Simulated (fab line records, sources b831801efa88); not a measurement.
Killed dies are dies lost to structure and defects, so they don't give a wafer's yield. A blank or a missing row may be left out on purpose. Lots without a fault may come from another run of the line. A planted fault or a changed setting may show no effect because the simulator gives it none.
Problem report in the 8D (eight disciplines) form, filled by code | flow sky130 | the parts of the form that need people (team, actions taken, sign-off) are left out

1. THE PROBLEM
NWELL_2_TW at SKY_NWELL_TW_MEAS_26 reads a mean of 30 on 3 wafers of 1 lot; wafers without a fault read 499 with a standard deviation of 3.1. That is -99 or more standard deviations from the usual mean.
First seen on wafer L172.3, day 6 08:19, on film_metro-02. The record holds 39 wafers of 13 lots with a number at this step. Rule for "out", or "out of limits": more than 4 standard deviations from the usual mean. The other wafers with a number count as sound.

2. WHAT IT IS AND WHAT IT IS NOT
question                    | is                     | is not
which readings at this step | NWELL_2_TW             | -
which lots                  | L172                   | L168, L169, L171, L180, L181, L182, L183, L184, L186, L189, L190, L191
which wafers of those lots  | all that have a number | -
read on which gauges        | film_metro-02          | film_metro-01, film_metro-04
when                        | from day 6 08:19       | up to then (9 sound wafers); but 27 sound wafers of L180, L181, L182, L183, L184, L186, L189, L190, L191 came after

3. SUSPECTS, AND WHAT RULES EACH OUT
Counting: a tool at a process step up to the reading stays a suspect if it ran every lot that is out and no sound lot after the first of them.
- the gauge at SKY_NWELL_TW_MEAS_26: ruled out. All the wafers that are out were read on film_metro-02, but those of them that SKY_NWELL_STRIP_14 has rows for are out there too, on other tools.
- plasma_asher-04 at SKY_PWDE_STRIP_09 (strips in O2/N2): ruled out as a lasting fault. Sound lots L180, L181, L182, L189 ran on it after its first lot that is out, L172 (day 4 20:38).
- plasma_asher-02 at SKY_NWELL_STRIP_14 (strips in O2/N2): ruled out as a lasting fault. Sound lots L189 ran on it after its first lot that is out, L172 (day 5 15:05).
- plasma_asher-04 at SKY_NWELL_STRIP_25 (strips in O2/N2): ruled out as a lasting fault. Sound lots L184, L190 ran on it after its first lot that is out, L172 (day 6 08:14).
Left after counting: nothing in the record.

4. THE CAUSE (what the simulator had put in)
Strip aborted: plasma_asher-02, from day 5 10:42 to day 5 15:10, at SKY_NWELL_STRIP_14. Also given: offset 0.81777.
Counting ruled it out, wrongly: the rule takes a fault to strike every lot that its tool runs from its start on, and this one did not.

5. THE CHAIN OF EFFECTS, in route order
Each row: a reading whose mean over the struck wafers that have a number lies more than 3 standard deviations from the usual. Only readings for which the record gives a usual standard deviation are gone through. hours: the time from each lot's start at the first step in this table that gives one to its start at this step, as a median over the lots. sigmas: the change in usual standard deviations.
hours | step                 | reading                  | usual      | on struck wafers | change | sigmas
0     | SKY_NWELL_STRIP_14   | oes_product_au           | 0.723 a.u. | 0.921            | +0.198 | +44
17    | SKY_NWELL_STRIP_25   | strip_time_to_endpoint_s | 36.89 s    | 63.55            | +26.66 | +99 or more
17    | SKY_NWELL_TW_MEAS_26 | NWELL_2_TW               | 499        | 30               | -469   | -99 or more
The process steps in it:
- SKY_NWELL_STRIP_14: strips in O2/N2.
- SKY_NWELL_STRIP_25: strips in O2/N2.
Readings that are blank on the struck wafers while sound wafers have them: strip_time_to_endpoint_s at SKY_NWELL_STRIP_14.
Later measuring or inspecting steps at which every struck wafer that the step has a row for has a number for every such reading, and none has moved that far: SKY_LDD_N_OVL_MEAS_07.

6. WHAT WOULD HAVE CAUGHT IT SOONER
In this record the first reading out of limits at a measuring or inspecting step was taken at day 6 08:19, 22 hours after the fault began at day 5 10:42.
The tool's own readings at SKY_NWELL_STRIP_14 were out on every struck wafer that the step has a row for (oes_product_au): an alarm limit on them would have fired on the first of those.
